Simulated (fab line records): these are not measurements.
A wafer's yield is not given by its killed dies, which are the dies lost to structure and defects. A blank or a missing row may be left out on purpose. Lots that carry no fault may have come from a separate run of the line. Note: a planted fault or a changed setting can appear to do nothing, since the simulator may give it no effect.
Which tool did it?	flow sfqLine	13 lots, 38 wafers sampled, at 2 steps of a route of 325

== WHAT THE GAUGES SHOWED, per wafer ==
SFQ_M7_RS_MEAS_943: a four-point-probe measurement. Usual: M7_NB_RS 0.887 ohm/sq, standard deviation 0.0072.
lot	measured	on	M7_NB_RS (ohm/sq)	flag
L100	day 68 06:03	filmMetro-04	0.888 0.875 0.885	
L101	day 69 02:26	filmMetro-03	0.894 0.895 0.901	
L102	day 69 06:04	filmMetro-04	0.887 0.887 0.888	
L106	day 70 18:07	filmMetro-04	0.880 0.882	
L108	day 71 06:55	filmMetro-04	0.887 0.621 0.879	OFF
L112	day 73 00:41	filmMetro-01	0.892 0.894 0.895	
L113	day 73 04:20	filmMetro-04	0.875 0.881 0.885	
L114	day 73 06:43	filmMetro-01	0.884 0.881 0.885	
L119	day 74 05:39	filmMetro-01	0.895 0.895 0.891	
L120	day 75 07:32	filmMetro-01	0.884 0.896 0.890	
L121	day 75 13:32	filmMetro-03	0.879 0.879 0.889	
L122	day 75 17:09	filmMetro-01	0.885 0.883 0.882	
L123	day 75 21:21	filmMetro-03	0.882 0.894 0.889	

== EACH LOT AND THE TOOL THAT RAN IT (in order: tool; ch and the chambers of the sampled wafers; start) ==
lot	SFQ_TRILAYER_M7_DEP_SPUTTER_175
L100	pvdSputter-06, day 68 05:58
L101	pvdSputter-06, day 69 02:21
L102	pvdSputter-04, day 69 05:57
L106	pvdSputter-04, day 70 17:58
L108	pvdSputter-04, day 71 06:48
L112	pvdSputter-03, day 73 00:36
L113	pvdSputter-03, day 73 04:12
L114	pvdSputter-06, day 73 06:36
L119	pvdSputter-06, day 74 05:34
L120	pvdSputter-06, day 75 07:26
L121	pvdSputter-04, day 75 13:26
L122	pvdSputter-06, day 75 17:02
L123	pvdSputter-04, day 75 21:14
- SFQ_TRILAYER_M7_DEP_SPUTTER_175: material Nb, target thk 200 nm, time 133.3 s.

== WHAT THE TOOLS THEMSELVES READ (means of the sampled wafers that have a number; where no wafer has one, the mark that the record gives instead) ==
SFQ_TRILAYER_M7_DEP_SPUTTER_175. Usual: throttleValvePct 30.2 %, standard deviation 0.92.
lot	tool	throttleValvePct (%)	flag
L100	pvdSputter-06	30.9	
L101	pvdSputter-06	29.4	
L102	pvdSputter-04	29.7	
L106	pvdSputter-04	30.7	
L108	pvdSputter-04	30.3	
L112	pvdSputter-03	30.1	
L113	pvdSputter-03	31.4	
L114	pvdSputter-06	30.2	
L119	pvdSputter-06	30.7	
L120	pvdSputter-06	29.7	
L121	pvdSputter-04	30.7	
L122	pvdSputter-06	29.9	
L123	pvdSputter-04	30.4	

== THE ANSWER, worked out from the rows above alone ==
Rule: a lot is off if the mean of its wafers that have a number lies more than 3 standard deviations from the usual mean. Also off: a lot with no number at a reading for which 4 or more lots have one. Any other lot the step has rows for is counted as sound. First the gauges in route order, then the tools' own readings, where a lot's mean is used as printed above. At the first step where some lot is off, the reading lying furthest off is the one used; lots without a number count as furthest.
Off: at SFQ_M7_RS_MEAS_943 (M7_NB_RS), L108.
If a tool, at a process step before that reading, ran all the lots that are off and no sound lot after the first of them, it fits. Those tools and the gauges at SFQ_M7_RS_MEAS_943 are tried in the same way. Not one of the candidates tried fits.

== WHAT THE SIMULATOR PUT IN ==
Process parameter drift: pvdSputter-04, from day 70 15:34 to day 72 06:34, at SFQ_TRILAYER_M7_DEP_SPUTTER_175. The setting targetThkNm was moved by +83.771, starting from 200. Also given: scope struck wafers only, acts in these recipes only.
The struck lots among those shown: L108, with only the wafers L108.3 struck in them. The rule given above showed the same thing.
